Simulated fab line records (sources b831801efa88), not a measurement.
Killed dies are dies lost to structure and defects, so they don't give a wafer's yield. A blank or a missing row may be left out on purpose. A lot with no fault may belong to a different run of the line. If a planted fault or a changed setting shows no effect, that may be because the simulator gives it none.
A struck lot beside a sound one ; flow sky130 ; 43 steps out of a route of 708
Sound: the wafers L537.3, L537.4, L537.6. Wafers struck: L553.1, L553.5, L553.6. Last of all comes the cause.
Each step with rows lists, per side, the tool, then ch with its chambers, then its first start. Under that, the readings that differ: sound wafers ; struck wafers ; difference of the means ; sigmas: that difference in standard deviations of wafers without a fault.
alike: readings with means less than 2 such deviations apart, plus words and numbers identical on both sides. not compared: withheld readings, readings lacking a value on some wafer, bounds such as >300 that could conceal the same value, and numbers that have no deviation in the record and whose values overlap.
A row with sigmas, a row that says differs or no value, or rows on one side alone: a step with any of these is where the two part. Non-overlapping numbers with no deviation appear without sigmas and do not part them. A reading missing from all wafers of one side parts the sides only when that side holds two or more wafers.

SKY_POLY_GATE_THK_MEAS_01:
  sound: filmMetro-03 at day 15 06:41; struck: filmMetro-02 at day 22 00:43
reading;sound;struck;difference;sigmas
POLY_GATE_CVD_00_THK (nm);182.1 183.7 183.5;179.5 180.0 179.9;-3.3;-2
then, 8 steps without rows for these wafers: SKY_RES_PROTECT_DEHYDRATE_00 (time 60 s); SKY_RES_PROTECT_HMDS_01 (prime time 60 s); SKY_RES_PROTECT_COAT_02 (resist thk 1140 nm); SKY_RES_PROTECT_SOFTBAKE_03 (time 60 s); SKY_RES_PROTECT_EXPOSE_04 (exposes mask RPM, target cd 1270 nm); SKY_RES_PROTECT_PEB_05; SKY_RES_PROTECT_DEVELOP_06 (develop time 60 s); SKY_POLY_GATE_IMPLANT_02.
SKY_RES_PROTECT_STRIP_07: strips in O2/N2.
  sound on plasmaAsher-04 ch 0,1, day 16 09:47; struck on plasmaAsher-04 ch 0,1, day 23 07:15
  alike: drypumpMotorCurrentA, oesProductAu, stripTimeToEndpointS
  not compared: rfHoursCounterH
SKY_RES_PROTECT_TW_MEAS_08:
  sound: filmMetro-01 at day 16 09:52; struck: filmMetro-04 at day 23 07:21
  alike: POLY_GATE_TW
then, 1 step without rows for these wafers: SKY_RES_PROTECT_CLEAN_09 (cleans in SC1/SC2, time 150 s).
SKY_POLY_GATE_CVD_03: deposits Si3N4 from DCS/NH3, target thk 75 nm, time 1290 s.
  sound on lpcvd-02 ch 0, day 16 14:06; struck on lpcvd-02 ch 0, day 23 07:28
SKY_POLY_GATE_THK_MEAS_04:
  sound: filmMetro-03 at day 16 16:10; struck: filmMetro-04 at day 23 08:49
reading;sound;struck;difference;sigmas
POLY_GATE_CVD_03_THK (nm);73.6 74.0 74.2;75.9 75.2 75.5;+1.6;+2
then, 8 steps without rows for these wafers: SKY_POLY_GATE_DEHYDRATE_05 (time 60 s); SKY_POLY_GATE_HMDS_06 (prime time 60 s); SKY_POLY_GATE_COAT_07 (resist thk 110 nm); SKY_POLY_GATE_COAT_08 (resist thk 450 nm); SKY_POLY_GATE_SOFTBAKE_09 (time 90 s); SKY_POLY_GATE_EXPOSE_10 (exposes mask P1M, target cd 150 nm); SKY_POLY_GATE_PEB_11; SKY_POLY_GATE_DEVELOP_12 (develop time 60 s).
SKY_POLY_GATE_CD_MEAS_13 targets a cd of 150 nm.
  sound: cdSem-02 at day 17 17:07; struck: cdSem-02 at day 24 14:39
reading;sound;struck;difference;sigmas
cdNm (nm);150.7 150.6 151.6;147.9 148.6 148.7;-2.6;-2
SKY_POLY_GATE_OVL_MEAS_14:
  sound: overlay-02 at day 17 17:12; struck: overlay-01 at day 24 14:46
  alike: POLY_GATE_OVL
SKY_POLY_GATE_ETCH_15: etches BARC in N2/H2, stops on SiO2, time 118.5 s, target depth 110 nm.
  sound on rieDiel-02 ch 0,1,2, day 17 17:14; struck on rieDiel-03 ch 1,2, day 24 14:48
reading;sound;struck;difference;sigmas
oesProductAu (a.u.);0.718 0.726 0.726;0.708 0.710 0.713;-0.013;-3
  alike: drypumpMotorCurrentA, throttleValvePct
  not compared: rfHoursCounterH
SKY_POLY_GATE_ETCH_16: etches Si3N4 in CH3F/O2, stops on poly-Si, time 150 s, target depth 75 nm.
  sound on rieDiel-02 ch 0,1,2, day 17 17:19; struck on rieDiel-03 ch 1,2, day 24 14:53
  alike: drypumpMotorCurrentA, oesProductAu, throttleValvePct
  not compared: rfHoursCounterH
SKY_POLY_GATE_ETCH_17: etches poly-Si in HBr/Cl2, stops on SiO2, target depth 180 nm, time 70.5 s.
  sound on rieSi-02 ch 0,2,3, day 17 17:25; struck on rieSi-01 ch 0,3, day 24 14:59
  alike: drypumpMotorCurrentA, oesProductAu, throttleValvePct
  not compared: rfHoursCounterH
SKY_POLY_GATE_STRIP_18: strips in O2/N2.
  sound on plasmaAsher-04 ch 0,1, day 17 17:30; struck on plasmaAsher-03 ch 0,1, day 24 15:02
  alike: drypumpMotorCurrentA, oesProductAu, stripTimeToEndpointS
  not compared: rfHoursCounterH
then, 2 steps without rows for these wafers: SKY_POLY_GATE_CLEAN_19 (cleans in SC1/SC2, time 150 s); SKY_POLY_GATE_OXIDATION_20 (stabilise 600 s, purge 300 s, target thk 4 nm).
SKY_POLY_GATE_THK_MEAS_21:
  sound: filmMetro-03 at day 17 19:35; struck: filmMetro-02 at day 24 16:26
  alike: POLY_GATE_OXIDATION_THK
SKY_POLY_GATE_CD_MEAS_22:
  sound: cdSem-02 at day 17 19:48; struck: cdSem-01 at day 24 16:30
  alike: cdNm
then, 7 steps without rows for these wafers: SKY_LDD_N_DEHYDRATE_00 (time 60 s); SKY_LDD_N_HMDS_01 (prime time 60 s); SKY_LDD_N_COAT_02 (resist thk 300 nm); SKY_LDD_N_SOFTBAKE_03 (time 60 s); SKY_LDD_N_EXPOSE_04 (exposes mask NTM, target cd 840 nm); SKY_LDD_N_PEB_05; SKY_LDD_N_DEVELOP_06 (develop time 60 s).
SKY_LDD_N_OVL_MEAS_07:
  sound: overlay-02 at day 19 00:47; struck: overlay-01 at day 25 21:23
  alike: LDD_N_OVL
then, 2 steps without rows for these wafers: SKY_LDD_N_IMPLANT_08; SKY_LDD_N_IMPLANT_09.
-- a jump in the record: the struck wafers' starts before and after are 25 days apart (it breaks off in module LDD_N and resumes in module PAD_OPEN, where the first step shown is number 708 of the route) --
SKY_PAD_OPEN_PROBE_99:
  record: rows for the struck wafers here (prober-01, day 50 21:53), none for the sound ones

== WHERE THEY PART ==
At SKY_POLY_GATE_THK_MEAS_01 first; at SKY_PAD_OPEN_PROBE_99 last (within this record only).

WHY: whatever the simulator had introduced
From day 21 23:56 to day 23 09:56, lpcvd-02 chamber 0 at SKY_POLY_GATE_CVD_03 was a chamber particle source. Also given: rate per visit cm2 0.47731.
